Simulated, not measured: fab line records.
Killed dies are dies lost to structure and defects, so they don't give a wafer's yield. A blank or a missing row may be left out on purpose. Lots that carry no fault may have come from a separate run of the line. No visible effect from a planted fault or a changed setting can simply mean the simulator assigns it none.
What tool caused it? :: flow sky130 :: 11 lots with 33 wafers sampled at 4 steps, on a route of 708 steps

WHAT THE GAUGES SHOWED, per wafer
SKY_VIA2_RS_MEAS_22: measurement is done with a four-point probe.
lot: L309
measured: day 36 14:32
on: filmMetro-04
VIA2_W_RS (ohm/sq): 0.2759 0.2752 0.2758

lot: L310
measured: day 36 17:19
on: filmMetro-02
VIA2_W_RS (ohm/sq): 0.2726 0.2687 0.2703

lot: L314
measured: day 37 21:36
on: filmMetro-02
VIA2_W_RS (ohm/sq): 0.2740 0.2710 0.2714

lot: L315
measured: day 38 02:43
on: filmMetro-02
VIA2_W_RS (ohm/sq): 0.2727 0.2705 0.2757

lot: L316
measured: day 38 13:22
on: filmMetro-01
VIA2_W_RS (ohm/sq): 0.2740 0.2721 0.2733

lot: L323
measured: day 41 09:14
on: filmMetro-01
VIA2_W_RS (ohm/sq): 0.2745 0.2719 0.2735

lot: L326
measured: day 41 10:20
on: filmMetro-01
VIA2_W_RS (ohm/sq): 0.2713 0.2758 0.2772

lot: L327
measured: day 41 13:12
on: filmMetro-02
VIA2_W_RS (ohm/sq): 0.2718 0.2743 0.2707

lot: L328
measured: day 41 15:47
on: filmMetro-01
VIA2_W_RS (ohm/sq): 0.2769 0.2763 0.2761

lot: L329
measured: day 42 00:53
on: filmMetro-01
VIA2_W_RS (ohm/sq): 0.2710 0.2733 0.2668

lot: L331
measured: day 42 21:46
on: filmMetro-01
VIA2_W_RS (ohm/sq): 0.2694 0.2700 0.2738

EACH LOT AND THE TOOL THAT RAN IT (in order: tool; ch and the chambers of the sampled wafers; start)
lot: L309
SKY_VIA2_CMP_02: cmp-01 ch 0,1,3, day 35 11:38
SKY_VIA2_COAT_07: lithoTrack-02 ch 0, day 36 00:00
SKY_VIA2_STRIP_16: plasmaAsher-02 ch 0,1, day 36 13:44

lot: L310
SKY_VIA2_CMP_02: cmp-01 ch 0,2,3, day 35 13:19
SKY_VIA2_COAT_07: lithoTrack-03 ch 0, day 36 02:00
SKY_VIA2_STRIP_16: plasmaAsher-02 ch 0,1, day 36 16:31

lot: L314
SKY_VIA2_CMP_02: cmp-01 ch 0,1,2, day 36 18:02
SKY_VIA2_COAT_07: lithoTrack-02 ch 0, day 37 07:00
SKY_VIA2_STRIP_16: plasmaAsher-04 ch 0,1, day 37 20:46

lot: L315
SKY_VIA2_CMP_02: cmp-01 ch 0,1,3, day 36 23:26
SKY_VIA2_COAT_07: lithoTrack-02 ch 0, day 37 12:00
SKY_VIA2_STRIP_16: plasmaAsher-02 ch 0,1, day 38 01:56

lot: L316
SKY_VIA2_CMP_02: cmp-02 ch 0,2, day 37 10:13
SKY_VIA2_COAT_07: lithoTrack-02 ch 0, day 37 23:00
SKY_VIA2_STRIP_16: plasmaAsher-02 ch 0,1, day 38 12:32

lot: L323
SKY_VIA2_CMP_02: cmp-02 ch 0,2,3, day 40 07:29
SKY_VIA2_COAT_07: lithoTrack-02 ch 0, day 40 19:00
SKY_VIA2_STRIP_16: plasmaAsher-03 ch 0,1, day 41 08:26

lot: L326
SKY_VIA2_CMP_02: cmp-01 ch 2,3, day 40 08:29
SKY_VIA2_COAT_07: lithoTrack-02 ch 0, day 40 20:00
SKY_VIA2_STRIP_16: plasmaAsher-04 ch 0,1, day 41 09:28

lot: L327
SKY_VIA2_CMP_02: cmp-02 ch 1,2,3, day 40 11:14
SKY_VIA2_COAT_07: lithoTrack-02 ch 0, day 40 23:00
SKY_VIA2_STRIP_16: plasmaAsher-03 ch 0,1, day 41 12:19

lot: L328
SKY_VIA2_CMP_02: cmp-01 ch 0,1,2, day 40 14:22
SKY_VIA2_COAT_07: lithoTrack-02 ch 0, day 41 03:00
SKY_VIA2_STRIP_16: plasmaAsher-04 ch 0,1, day 41 14:58

lot: L329
SKY_VIA2_CMP_02: cmp-02 ch 0,1,3, day 40 23:48
SKY_VIA2_COAT_07: lithoTrack-04 ch 0, day 41 12:00
SKY_VIA2_STRIP_16: plasmaAsher-03 ch 0,1, day 42 00:02

lot: L331
SKY_VIA2_CMP_02: cmp-02 ch 0,1,2, day 41 20:56
SKY_VIA2_COAT_07: lithoTrack-04 ch 0, day 42 09:00
SKY_VIA2_STRIP_16: plasmaAsher-03 ch 1, day 42 20:58
- SKY_VIA2_CMP_02: polishes SiO2.
- SKY_VIA2_COAT_07: resist thk 450 nm.
- SKY_VIA2_STRIP_16: strips in O2/N2.

THE ANSWER, worked out from the rows above alone
Rule: what is usual is taken from the lots themselves. The widest of any qualifying gaps counts: lots, ordered by their means at a reading, are off when they make up no more than a third of the lots, leave a main group of 4 or more, and stand apart from it by 3 or more times the standard deviation of that group's means. Not used: any main group whose means are identical at the precision the tables above print for the reading. Also off: a lot with no number at a reading for which 4 or more lots have one. Any other lot the step has rows for is counted as sound.
Nothing can be told from this: no lot is off at any reading shown.

WHAT THE SIMULATOR PUT IN
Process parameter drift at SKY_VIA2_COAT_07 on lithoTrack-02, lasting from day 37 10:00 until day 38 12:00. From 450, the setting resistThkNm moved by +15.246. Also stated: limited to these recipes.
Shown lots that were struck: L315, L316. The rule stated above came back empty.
